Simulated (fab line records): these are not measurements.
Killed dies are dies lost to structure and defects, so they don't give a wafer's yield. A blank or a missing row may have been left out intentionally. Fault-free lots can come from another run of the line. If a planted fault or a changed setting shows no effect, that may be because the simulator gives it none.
Check of tool commonality | flow sfqLine | Sample size 14 lots and 42 wafers

THE REASON FOR OPENING IT
Of 14 lots, 2 have the reading M7_NB_RS flagged at SFQ_M7_RS_MEAS_943. Wafers without a fault read 0.892 ohm/sq, standard deviation 0.012.
Rule: a lot is flagged in two cases, either no wafer of it has a number, or all its wafers with numbers fall more than 4 standard deviations from that mean. The other lots count as sound.

lot  | measured     | on           | M7_NB_RS (ohm/sq), wafer by wafer | flag
L525 | day 78 06:50 | filmMetro-04 | 0.880 0.882 0.880                 | 
L528 | day 78 12:50 | filmMetro-03 | 0.871 0.892 0.884                 | 
L531 | day 82 00:09 | filmMetro-01 | 0.904 0.893 0.906                 | 
L532 | day 82 06:08 | filmMetro-01 | 0.898 0.901 0.885                 | 
L533 | day 82 10:56 | filmMetro-01 | 0.882 0.889 0.882                 | 
L537 | day 83 01:20 | filmMetro-03 | 0.893 0.892 0.891                 | 
L538 | day 83 06:07 | filmMetro-04 | 0.871 0.878 0.890                 | 
L540 | day 83 19:19 | filmMetro-01 | 0.890 0.891 0.878                 | 
L542 | day 84 10:55 | filmMetro-03 | 0.723 0.718 0.729                 | FLAGGED
L543 | day 84 13:20 | filmMetro-03 | 0.721 0.722 0.728                 | FLAGGED
L544 | day 84 18:41 | filmMetro-03 | 0.874 0.885 0.886                 | 
L545 | day 84 23:31 | filmMetro-03 | 0.906 0.903 0.912                 | 
L547 | day 85 06:05 | filmMetro-01 | 0.885 0.891 0.890                 | 
L548 | day 85 09:41 | filmMetro-03 | 0.891 0.900 0.888                 | 
On average the flagged lots' numbers are 0.724 ohm/sq, which is -0.168 ohm/sq against the usual, or -14 standard deviations.

EACH LOT AND THE TOOL IT RAN ON
The record keeps 1 process step preceding the reading, out of 325 steps on the route. Cell contents, in order: the tool; ch with the chambers the sampled wafers went through; the start.
lot  | flag    | SFQ_TRILAYER_M7_DEP_SPUTTER_175
L525 |         | pvdSputter-03, day 78 06:45
L528 |         | pvdSputter-04, day 78 12:45
L531 |         | pvdSputter-05, day 82 00:00
L532 |         | pvdSputter-04, day 82 06:00
L533 |         | pvdSputter-05, day 82 10:48
L537 |         | pvdSputter-05, day 83 01:12
L538 |         | pvdSputter-04, day 83 06:00
L540 |         | pvdSputter-04, day 83 19:12
L542 | FLAGGED | pvdSputter-05, day 84 10:48
L543 | FLAGGED | pvdSputter-05, day 84 13:12
L544 |         | pvdSputter-04, day 84 18:36
L545 |         | pvdSputter-03, day 84 23:24
L547 |         | pvdSputter-03, day 85 06:00
L548 |         | pvdSputter-04, day 85 09:36
These steps, and what they do:
- SFQ_TRILAYER_M7_DEP_SPUTTER_175: material Nb, target thk 200 nm, time 133.3 s.
- SFQ_M7_RS_MEAS_943: measures by four-point-probe.

FLAGGED AGAINST TOTAL, ONE TOOL AT A TIME (gauges that did the reading follow at the end)
step                            | tool          | lots run | flagged | share of the flagged lots | sound lots run after its first flagged lot
SFQ_TRILAYER_M7_DEP_SPUTTER_175 | pvdSputter-03 | 3        | 0       | none                      | -
SFQ_TRILAYER_M7_DEP_SPUTTER_175 | pvdSputter-04 | 6        | 0       | none                      | -
SFQ_TRILAYER_M7_DEP_SPUTTER_175 | pvdSputter-05 | 5        | 2       | all                       | 0
SFQ_M7_RS_MEAS_943              | filmMetro-01  | 5        | 0       | none                      | -
SFQ_M7_RS_MEAS_943              | filmMetro-03  | 7        | 2       | all                       | 3 (L544,L545,L548)
SFQ_M7_RS_MEAS_943              | filmMetro-04  | 2        | 0       | none                      | -

WHAT THE TABLE ALLOWS
Rows of the table that ran all the flagged lots, 2 in number: pvdSputter-05 at SFQ_TRILAYER_M7_DEP_SPUTTER_175; filmMetro-03 at SFQ_M7_RS_MEAS_943.
- pvdSputter-05 at SFQ_TRILAYER_M7_DEP_SPUTTER_175 ran 5 lots, 2 of them flagged. A fault beginning between L537 (day 83 01:12), its last sound lot, and L542 (day 84 10:48), its first flagged one, fits the data. Its own readings lie more than 4 standard deviations out on every wafer of the flagged lots: cathodeDcPowerW.
- filmMetro-03 at SFQ_M7_RS_MEAS_943 ran 7 lots, 2 of them flagged. Lots that were sound ran on it after the first flagged one (L544, L545, L548); a persistent fault on the entire tool would not allow that.
One tool is left: pvdSputter-05 at SFQ_TRILAYER_M7_DEP_SPUTTER_175.

WHAT THE SIMULATOR PUT IN
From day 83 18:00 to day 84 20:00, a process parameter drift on pvdSputter-05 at SFQ_TRILAYER_M7_DEP_SPUTTER_175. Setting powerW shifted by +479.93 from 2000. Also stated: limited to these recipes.
Shown lots that were struck: L542, L543. The rule given above showed the same thing.
